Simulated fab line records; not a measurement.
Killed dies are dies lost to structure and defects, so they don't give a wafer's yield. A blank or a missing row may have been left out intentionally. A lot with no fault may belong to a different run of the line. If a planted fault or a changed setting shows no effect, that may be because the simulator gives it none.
A struck lot beside a sound one -- flow sky130 -- 23 steps out of a route of 708
Sound: wafers L200.2, L200.3, L200.6. Wafers L194.2, L194.4, L194.5 were the ones struck. The cause is named last.
At each step with rows: each side's tool, then ch and its chambers, then its first start. Under that, the readings that differ: sound wafers -- struck wafers -- difference of the means -- sigmas: that difference in standard deviations of wafers without a fault.
alike: words and numbers the same on both sides, and readings whose means are apart by under 2 such deviations; not compared: readings that were withheld, readings missing a value for some wafer, numbers with overlapping values and no deviation given by the record, and bounds like >300 which may hide the same value.
Wherever a step has rows on one side only, a row that says differs or no value, or a row with sigmas, the two part there. Numbers that have no deviation but don't overlap get no sigmas and don't part them. Lack of a reading on every wafer of one side parts them only where that side has two or more wafers.

first, 7 steps without rows for these wafers: SKY_RES_XHIGH_HMDS_01 (prime time 60 s); SKY_RES_XHIGH_COAT_02 (resist thk 1140 nm); SKY_RES_XHIGH_SOFTBAKE_03 (time 60 s); SKY_RES_XHIGH_EXPOSE_04 (exposes mask URPM, target cd 1270 nm); SKY_RES_XHIGH_PEB_05; SKY_RES_XHIGH_DEVELOP_06 (develop time 60 s); SKY_RES_XHIGH_IMPLANT_07.
SKY_RES_XHIGH_STRIP_08: strips in O2/N2.
  sound on plasma asher-04 ch 0,1, day 33 13:37; struck on plasma asher-02 ch 0,1, day 31 17:02
  alike: drypump motor current A, oes product au, strip time to endpoint s
  not compared: rf hours counter h
SKY_RES_XHIGH_TW_MEAS_09:
  sound: film metro-03 at day 33 13:44; struck: film metro-03 at day 31 17:08
  alike: RES_XHIGH_TW
then, 3 steps without rows for these wafers: SKY_SD_N_DEHYDRATE_00 (time 60 s); SKY_SD_N_HMDS_01 (prime time 60 s); SKY_SD_N_COAT_02 (resist thk 1140 nm).
SKY_SD_N_SOFTBAKE_03: time 60 s.
  sound on litho track-03 ch 0, day 34 02:51; struck on litho track-02 ch 0, day 32 06:22
reading,sound,struck,difference,sigmas
heater power total W (W),56.64 56.55 56.40,60.47 60.55 60.51,+3.98,+83
plate temp C (C),89.97 89.76 89.90,94.07 94.16 94.10,+4.23,+30
model.NOVOLAK_of_SD_N_COAT_02.thk nm (nm),1147 1146 1144,1127 1128 1126,-19,
then, 2 steps without rows for these wafers: SKY_SD_N_EXPOSE_04 (exposes mask NSDM, target cd 380 nm); SKY_SD_N_PEB_05.
SKY_SD_N_DEVELOP_06: develop time 60 s.
  sound on litho track-02 ch 0, day 34 16:10; struck on litho track-03 ch 0, day 32 20:27
reading,sound,struck,difference,sigmas
model.NOVOLAK_of_SD_N_COAT_02.thk nm (nm),1146 1146 1143,1127 1128 1125,-18,
SKY_SD_N_CD_MEAS_07 targets a cd of 380 nm.
  sound: cd sem-02 at day 34 16:19; struck: cd sem-02 at day 32 20:35
  alike: cd nm
SKY_SD_N_OVL_MEAS_08:
  sound: overlay-01 at day 34 16:25; struck: overlay-01 at day 32 20:42
  alike: SD_N_OVL
then, 2 steps without rows for these wafers: SKY_SD_N_IMPLANT_09; SKY_SD_N_IMPLANT_10.
SKY_SD_N_STRIP_11: strips in O2/N2.
  sound on plasma asher-04 ch 0,1, day 34 16:45; struck on plasma asher-02 ch 0,1, day 32 21:02
reading,sound,struck,difference,sigmas
strip time to endpoint s (s),22.61 22.63 22.58,22.39 22.40 22.38,-0.22,-7
  alike: drypump motor current A, oes product au
  not compared: rf hours counter h
SKY_SD_N_TW_MEAS_12:
  sound: film metro-03 at day 34 16:52; struck: film metro-01 at day 32 21:08
  alike: SD_N_TW
-- record jumps: 16 days separate the struck wafers' starts on either side; left off in module SD_N, taken up again in module PAD_OPEN, whose first shown step is the route's number 708 --
SKY_PAD_OPEN_PROBE_99:
  record: rows for the struck wafers here (prober-02, day 49 09:02), none for the sound ones

## WHERE THEY PART
At SKY_SD_N_SOFTBAKE_03 first; at SKY_PAD_OPEN_PROBE_99 last (within this record only).

WHY: what the simulator had put in
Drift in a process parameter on litho track-02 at SKY_SD_N_SOFTBAKE_03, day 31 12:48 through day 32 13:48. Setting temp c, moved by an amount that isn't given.
